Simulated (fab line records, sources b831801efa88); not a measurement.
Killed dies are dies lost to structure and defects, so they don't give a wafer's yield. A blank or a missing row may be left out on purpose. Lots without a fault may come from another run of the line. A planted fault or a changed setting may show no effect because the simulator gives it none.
Which tool did it? | flow gf180mcu | 13 lots, 38 wafers sampled, at 4 steps of a route of 602

WHAT THE GAUGES READ, wafer by wafer
GF_MIM_THK_MEAS_06. Usual: MIM_CVD_05_THK 41.9 nm, standard deviation 0.52.
lot  | measured     | on            | MIM_CVD_05_THK (nm) | flag
L161 | day 24 10:37 | film_metro-03 | 41.9 42.1 42.5      |
L163 | day 25 11:53 | film_metro-03 | 40.7 41.4 41.3      |
L164 | day 25 19:04 | film_metro-02 | 41.8 41.4 42.9      |
L165 | day 26 08:31 | film_metro-01 | 42.6 42.2 42.9      |
L166 | day 26 12:51 | film_metro-01 | 42.0 42.8 41.9      |
L167 | day 26 15:34 | film_metro-01 | 41.8 42.7 42.7      |
L170 | day 27 12:01 | film_metro-01 | 41.3 40.8 42.3      |
L171 | day 27 23:37 | film_metro-01 | 41.5 24.9 24.6      | OFF
L174 | day 28 15:56 | film_metro-03 | 41.0 24.4           | OFF
L181 | day 30 18:25 | film_metro-01 | 41.4 41.2 42.4      |
L182 | day 30 22:05 | film_metro-01 | 41.9 42.2 42.5      |
L183 | day 31 05:19 | film_metro-01 | 41.8 41.3 42.3      |
L184 | day 31 12:08 | film_metro-01 | 42.2 41.7 42.9      |

GF_V5_BOW_MEAS_05. Usual: V5_BOW 133 um, standard deviation 9.2.
lot  | measured     | on            | V5_BOW (um) | flag
L161 | day 26 08:13 | film_metro-02 | 129 134 137 |
L163 | day 27 07:36 | film_metro-01 | 125 117 115 |
L164 | day 27 13:52 | film_metro-04 | 138 136 158 |
L165 | day 28 03:37 | film_metro-01 | 138 134 131 |
L166 | day 28 06:47 | film_metro-01 | 136 142 132 |
L167 | day 28 09:29 | film_metro-01 | 121 122 122 |
L170 | day 29 04:58 | film_metro-02 | 125 130 134 |
L171 | day 29 16:25 | film_metro-04 | 124 128 127 |
L174 | day 30 07:31 | film_metro-02 | 121 130     |
L181 | day 32 06:52 | film_metro-02 | 127 138 123 |
L182 | day 32 10:06 | film_metro-02 | 140 144 149 |
L183 | day 32 17:59 | film_metro-02 | 132 125 129 |
L184 | day 32 23:43 | film_metro-04 | 127 132 132 |

WHICH TOOL RAN EACH LOT (tool, then ch and the chambers of the sampled wafers, then the start)
lot  | GF_MIM_SPUTTER_02            | GF_MIM_CVD_05
L161 | pvd_sputter-03, day 24 10:29 | pecvd-01 ch 1,2, day 24 10:34
L163 | pvd_sputter-04, day 25 11:46 | pecvd-03 ch 0,1, day 25 11:52
L164 | pvd_sputter-04, day 25 18:56 | pecvd-02 ch 0,1, day 25 19:01
L165 | pvd_sputter-03, day 26 08:23 | pecvd-02 ch 1,2, day 26 08:28
L166 | pvd_sputter-04, day 26 12:43 | pecvd-01 ch 0,1, day 26 12:48
L167 | pvd_sputter-01, day 26 15:26 | pecvd-03 ch 0,1,2, day 26 15:31
L170 | pvd_sputter-03, day 27 11:53 | pecvd-01 ch 1,2, day 27 11:59
L171 | pvd_sputter-03, day 27 23:29 | pecvd-01 ch 0,2, day 27 23:35
L174 | pvd_sputter-01, day 28 15:48 | pecvd-01 ch 0, day 28 15:53
L181 | pvd_sputter-01, day 30 18:17 | pecvd-03 ch 0,1,2, day 30 18:23
L182 | pvd_sputter-03, day 30 21:58 | pecvd-03 ch 0,2, day 30 22:04
L183 | pvd_sputter-03, day 31 05:12 | pecvd-02 ch 0,1,2, day 31 05:17
L184 | pvd_sputter-01, day 31 12:00 | pecvd-03 ch 0,2, day 31 12:05
- GF_MIM_SPUTTER_02: material AlCu, target thk 450 nm, time 23.9 s.
- GF_MIM_CVD_05: deposits Si3N4, target thk 42 nm, time 29.086 s.

WHAT THE TOOLS THEMSELVES READ (means of the sampled wafers that have a number; where no wafer has one, the mark that the record gives instead)
GF_MIM_SPUTTER_02. Usual: throttle_valve_pct 29.9 %, standard deviation 1.
lot  | tool           | throttle_valve_pct (%) | flag
L161 | pvd_sputter-03 | 29.4                   |
L163 | pvd_sputter-04 | 29.4                   |
L164 | pvd_sputter-04 | 29.5                   |
L165 | pvd_sputter-03 | 30.8                   |
L166 | pvd_sputter-04 | 29.0                   |
L167 | pvd_sputter-01 | 29.0                   |
L170 | pvd_sputter-03 | 30.2                   |
L171 | pvd_sputter-03 | 30.5                   |
L174 | pvd_sputter-01 | 30.6                   |
L181 | pvd_sputter-01 | 28.9                   |
L182 | pvd_sputter-03 | 29.8                   |
L183 | pvd_sputter-03 | 30.2                   |
L184 | pvd_sputter-01 | 29.9                   |

GF_MIM_CVD_05. Usual: heater_power_outer_w 388 W, standard deviation 86; heater_power_w 672 W, standard deviation 130.
lot  | tool     | heater_power_outer_w (W) | heater_power_w (W) | flag
L161 | pecvd-01 | 322                      | 564                |
L163 | pecvd-03 | 416                      | 739                |
L164 | pecvd-02 | 329                      | 585                |
L165 | pecvd-02 | 436                      | 710                |
L166 | pecvd-01 | 327                      | 578                |
L167 | pecvd-03 | 411                      | 746                |
L170 | pecvd-01 | 324                      | 564                |
L171 | pecvd-01 | 338                      | 557                |
L174 | pecvd-01 | 315                      | 546                |
L181 | pecvd-03 | 439                      | 788                |
L182 | pecvd-03 | 398                      | 702                |
L183 | pecvd-02 | 419                      | 714                |
L184 | pecvd-03 | 460                      | 802                |

THE ANSWER, worked out from the rows above alone
Rule: a lot is off if the mean of its wafers that have a number lies more than 3 standard deviations from the usual mean. A lot without any number at a reading at which 4 lots or more have one is off too. The other lots that the step has rows for count as sound. The gauges are gone through in route order, then the tools' own readings, and for those a lot's mean is taken as printed above. The first step at which some lot is off is used, and at that step the reading that is off furthest; a lot without a number counts as furthest.
Off: L171, L174, at GF_MIM_THK_MEAS_06 (MIM_CVD_05_THK).
A tool fits if, at a process step before that reading, it ran every lot that is off, and no sound lot after the first of them. The gauges at GF_MIM_THK_MEAS_06 are tried like those tools. One fits: pecvd-01 at GF_MIM_CVD_05. Its last sound lot is L170 (day 27 11:59), its first lot that is off L171 (day 27 23:35): a fault that began between those two fits.

WHAT THE SIMULATOR HAD PUT IN
Process parameter drift: pecvd-01, from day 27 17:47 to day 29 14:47, at GF_MIM_CVD_05. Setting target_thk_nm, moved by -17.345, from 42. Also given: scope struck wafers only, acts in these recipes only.
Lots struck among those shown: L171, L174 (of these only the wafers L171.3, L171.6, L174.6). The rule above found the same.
